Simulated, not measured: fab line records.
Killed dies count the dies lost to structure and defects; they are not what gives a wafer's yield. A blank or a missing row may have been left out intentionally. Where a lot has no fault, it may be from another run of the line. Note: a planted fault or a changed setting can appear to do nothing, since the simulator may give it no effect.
Which tool is to blame? || flow sky130 || 39 wafers from 13 lots sampled at 4 of the route's 708 steps

WHAT EACH GAUGE READ, for each wafer
SKY_VT_ADJUST_HVTP_TW_MEAS_11. Usual: for VT_ADJUST_HVTP_TW the level is 1355 and the standard deviation is 11.
{"lot": "L768", "measured": "day 6 07:45", "on": "film metro-02", "VT_ADJUST_HVTP_TW": "1354 1356 1363", "flag": ""}
{"lot": "L769", "measured": "day 6 09:16", "on": "film metro-02", "VT_ADJUST_HVTP_TW": "1356 1350 1358", "flag": ""}
{"lot": "L772", "measured": "day 7 05:24", "on": "film metro-01", "VT_ADJUST_HVTP_TW": "1377 1378 1380", "flag": ""}
{"lot": "L773", "measured": "day 7 10:34", "on": "film metro-04", "VT_ADJUST_HVTP_TW": "1335 1343 1344", "flag": ""}
{"lot": "L774", "measured": "day 7 17:27", "on": "film metro-02", "VT_ADJUST_HVTP_TW": "1357 1356 1356", "flag": ""}
{"lot": "L775", "measured": "day 8 02:58", "on": "film metro-02", "VT_ADJUST_HVTP_TW": "1354 1362 1358", "flag": ""}
{"lot": "L779", "measured": "day 9 00:46", "on": "film metro-01", "VT_ADJUST_HVTP_TW": "1370 1375 1372", "flag": ""}
{"lot": "L783", "measured": "day 9 23:40", "on": "film metro-01", "VT_ADJUST_HVTP_TW": "1368 1366 1372", "flag": ""}
{"lot": "L785", "measured": "day 10 11:06", "on": "film metro-01", "VT_ADJUST_HVTP_TW": "1349 1348 1351", "flag": ""}
{"lot": "L787", "measured": "day 11 04:00", "on": "film metro-01", "VT_ADJUST_HVTP_TW": "1351 1354 1342", "flag": ""}
{"lot": "L789", "measured": "day 11 16:40", "on": "film metro-01", "VT_ADJUST_HVTP_TW": "1349 1353 1346", "flag": ""}
{"lot": "L790", "measured": "day 11 22:01", "on": "film metro-01", "VT_ADJUST_HVTP_TW": "1348 1358 1358", "flag": ""}
{"lot": "L791", "measured": "day 12 06:44", "on": "film metro-02", "VT_ADJUST_HVTP_TW": "1353 1347 1354", "flag": ""}

SKY_VT_ADJUST_LVTN_TW_MEAS_10. Usual: for VT_ADJUST_LVTN_TW the level is 241.4 and the standard deviation is 2.4.
{"lot": "L768", "measured": "day 7 03:35", "on": "film metro-01", "VT_ADJUST_LVTN_TW": "245.0 244.2 244.0", "flag": ""}
{"lot": "L769", "measured": "day 7 04:44", "on": "film metro-01", "VT_ADJUST_LVTN_TW": "244.4 244.0 245.0", "flag": ""}
{"lot": "L772", "measured": "day 8 01:19", "on": "film metro-02", "VT_ADJUST_LVTN_TW": "241.5 241.2 241.9", "flag": ""}
{"lot": "L773", "measured": "day 8 06:24", "on": "film metro-01", "VT_ADJUST_LVTN_TW": "242.1 243.7 243.2", "flag": ""}
{"lot": "L774", "measured": "day 8 13:56", "on": "film metro-01", "VT_ADJUST_LVTN_TW": "241.9 243.3 244.0", "flag": ""}
{"lot": "L775", "measured": "day 9 00:20", "on": "film metro-02", "VT_ADJUST_LVTN_TW": "241.7 241.8 240.9", "flag": ""}
{"lot": "L779", "measured": "day 9 23:02", "on": "film metro-01", "VT_ADJUST_LVTN_TW": "244.0 245.1 244.2", "flag": ""}
{"lot": "L783", "measured": "day 10 22:20", "on": "film metro-01", "VT_ADJUST_LVTN_TW": "241.8 239.1 240.4", "flag": ""}
{"lot": "L785", "measured": "day 11 10:14", "on": "film metro-02", "VT_ADJUST_LVTN_TW": "242.1 242.4 242.5", "flag": ""}
{"lot": "L787", "measured": "day 12 05:04", "on": "film metro-03", "VT_ADJUST_LVTN_TW": "238.9 238.3 237.5", "flag": ""}
{"lot": "L789", "measured": "day 12 17:41", "on": "film metro-03", "VT_ADJUST_LVTN_TW": "237.7 238.3 238.6", "flag": ""}
{"lot": "L790", "measured": "day 12 22:48", "on": "film metro-03", "VT_ADJUST_LVTN_TW": "238.8 239.6 238.4", "flag": ""}
{"lot": "L791", "measured": "day 13 08:08", "on": "film metro-01", "VT_ADJUST_LVTN_TW": "240.8 241.0 241.7", "flag": ""}

SKY_VT_ADJUST_LVTN_OVL_MEAS_18. Usual: for VT_ADJUST_LVTN_01_OVL the level is 1.0 nm and the standard deviation is 1.2.
{"lot": "L768", "measured": "day 7 22:53", "on": "overlay-01", "VT_ADJUST_LVTN_01_OVL (nm)": "-0.2 0.6 0.3", "flag": ""}
{"lot": "L769", "measured": "day 8 00:41", "on": "overlay-01", "VT_ADJUST_LVTN_01_OVL (nm)": "-0.8 1.1 1.3", "flag": ""}
{"lot": "L772", "measured": "day 8 23:11", "on": "overlay-01", "VT_ADJUST_LVTN_01_OVL (nm)": "2.4 2.8 -1.0", "flag": ""}
{"lot": "L773", "measured": "day 9 03:50", "on": "overlay-02", "VT_ADJUST_LVTN_01_OVL (nm)": "2.5 2.8 0.7", "flag": ""}
{"lot": "L774", "measured": "day 9 11:29", "on": "overlay-01", "VT_ADJUST_LVTN_01_OVL (nm)": "-1.0 -0.6 0.7", "flag": ""}
{"lot": "L775", "measured": "day 9 22:27", "on": "overlay-02", "VT_ADJUST_LVTN_01_OVL (nm)": "2.8 2.6 2.1", "flag": ""}
{"lot": "L779", "measured": "day 10 20:48", "on": "overlay-02", "VT_ADJUST_LVTN_01_OVL (nm)": "1.2 0.0 0.8", "flag": ""}
{"lot": "L783", "measured": "day 11 21:51", "on": "overlay-02", "VT_ADJUST_LVTN_01_OVL (nm)": "2.7 2.4 2.3", "flag": ""}
{"lot": "L785", "measured": "day 12 10:50", "on": "overlay-02", "VT_ADJUST_LVTN_01_OVL (nm)": "0.6 3.2 1.6", "flag": ""}
{"lot": "L787", "measured": "day 13 06:03", "on": "overlay-02", "VT_ADJUST_LVTN_01_OVL (nm)": "-0.2 -1.1 -0.1", "flag": ""}
{"lot": "L789", "measured": "day 13 19:21", "on": "overlay-02", "VT_ADJUST_LVTN_01_OVL (nm)": "1.1 1.3 2.1", "flag": ""}
{"lot": "L790", "measured": "day 13 23:58", "on": "overlay-01", "VT_ADJUST_LVTN_01_OVL (nm)": "-0.6 -0.9 -0.2", "flag": ""}
{"lot": "L791", "measured": "day 14 10:09", "on": "overlay-01", "VT_ADJUST_LVTN_01_OVL (nm)": "2.7 2.5 1.6", "flag": ""}

WHAT TOOL EACH LOT RAN ON (gives the tool, then ch and the chambers of the sampled wafers, and finally the start)
{"lot": "L768", "SKY_VT_ADJUST_LVTN_SOFTBAKE_14": "litho track-04 ch 0, day 7 12:31"}
{"lot": "L769", "SKY_VT_ADJUST_LVTN_SOFTBAKE_14": "litho track-04 ch 0, day 7 14:22"}
{"lot": "L772", "SKY_VT_ADJUST_LVTN_SOFTBAKE_14": "litho track-02 ch 0, day 8 11:47"}
{"lot": "L773", "SKY_VT_ADJUST_LVTN_SOFTBAKE_14": "litho track-04 ch 0, day 8 17:00"}
{"lot": "L774", "SKY_VT_ADJUST_LVTN_SOFTBAKE_14": "litho track-02 ch 0, day 9 00:47"}
{"lot": "L775", "SKY_VT_ADJUST_LVTN_SOFTBAKE_14": "litho track-02 ch 0, day 9 11:04"}
{"lot": "L779", "SKY_VT_ADJUST_LVTN_SOFTBAKE_14": "litho track-02 ch 0, day 10 09:40"}
{"lot": "L783", "SKY_VT_ADJUST_LVTN_SOFTBAKE_14": "litho track-04 ch 0, day 11 09:27"}
{"lot": "L785", "SKY_VT_ADJUST_LVTN_SOFTBAKE_14": "litho track-04 ch 0, day 11 22:24"}
{"lot": "L787", "SKY_VT_ADJUST_LVTN_SOFTBAKE_14": "litho track-04 ch 0, day 12 17:18"}
{"lot": "L789", "SKY_VT_ADJUST_LVTN_SOFTBAKE_14": "litho track-04 ch 0, day 13 06:16"}
{"lot": "L790", "SKY_VT_ADJUST_LVTN_SOFTBAKE_14": "litho track-01 ch 0, day 13 11:36"}
{"lot": "L791", "SKY_VT_ADJUST_LVTN_SOFTBAKE_14": "litho track-02 ch 0, day 13 21:02"}
- SKY_VT_ADJUST_LVTN_SOFTBAKE_14: time 60 s.

AS READ BY THE TOOLS THEMSELVES (means over the sampled wafers that have a number; for cases with no such wafer, the mark the record gives instead)
SKY_VT_ADJUST_LVTN_SOFTBAKE_14. Usual: 89.18 s for run length s, sd 0.19.
{"lot": "L768", "tool": "litho track-04", "run length s (s)": 89.44, "flag": ""}
{"lot": "L769", "tool": "litho track-04", "run length s (s)": 89.35, "flag": ""}
{"lot": "L772", "tool": "litho track-02", "run length s (s)": 88.93, "flag": ""}
{"lot": "L773", "tool": "litho track-04", "run length s (s)": 89.33, "flag": ""}
{"lot": "L774", "tool": "litho track-02", "run length s (s)": 89.11, "flag": ""}
{"lot": "L775", "tool": "litho track-02", "run length s (s)": 100.19, "flag": "OFF"}
{"lot": "L779", "tool": "litho track-02", "run length s (s)": 100.29, "flag": "OFF"}
{"lot": "L783", "tool": "litho track-04", "run length s (s)": 89.20, "flag": ""}
{"lot": "L785", "tool": "litho track-04", "run length s (s)": 89.31, "flag": ""}
{"lot": "L787", "tool": "litho track-04", "run length s (s)": 89.19, "flag": ""}
{"lot": "L789", "tool": "litho track-04", "run length s (s)": 89.23, "flag": ""}
{"lot": "L790", "tool": "litho track-01", "run length s (s)": 89.37, "flag": ""}
{"lot": "L791", "tool": "litho track-02", "run length s (s)": 88.88, "flag": ""}

THE ANSWER, worked out from the rows above alone
Rule: a lot counts as off when the mean over its wafers that have a number is more than 3 standard deviations away from the usual mean. Also off: a lot with no number at a reading for which 4 or more lots have one. Any other lot the step has rows for is counted as sound. First the gauges in route order, then the tools' own readings, where a lot's mean is used as printed above. The first step at which some lot is off is used, and at that step the reading that is off furthest; a lot without a number counts as furthest.
Off, at SKY_VT_ADJUST_LVTN_SOFTBAKE_14 on run length s: L775, L779.
If a tool, at that step or one of the process steps before it, ran each lot that is off and ran no sound lot following the first of them, it fits. Of those tried, none fits.

WHAT THE SIMULATOR PUT IN
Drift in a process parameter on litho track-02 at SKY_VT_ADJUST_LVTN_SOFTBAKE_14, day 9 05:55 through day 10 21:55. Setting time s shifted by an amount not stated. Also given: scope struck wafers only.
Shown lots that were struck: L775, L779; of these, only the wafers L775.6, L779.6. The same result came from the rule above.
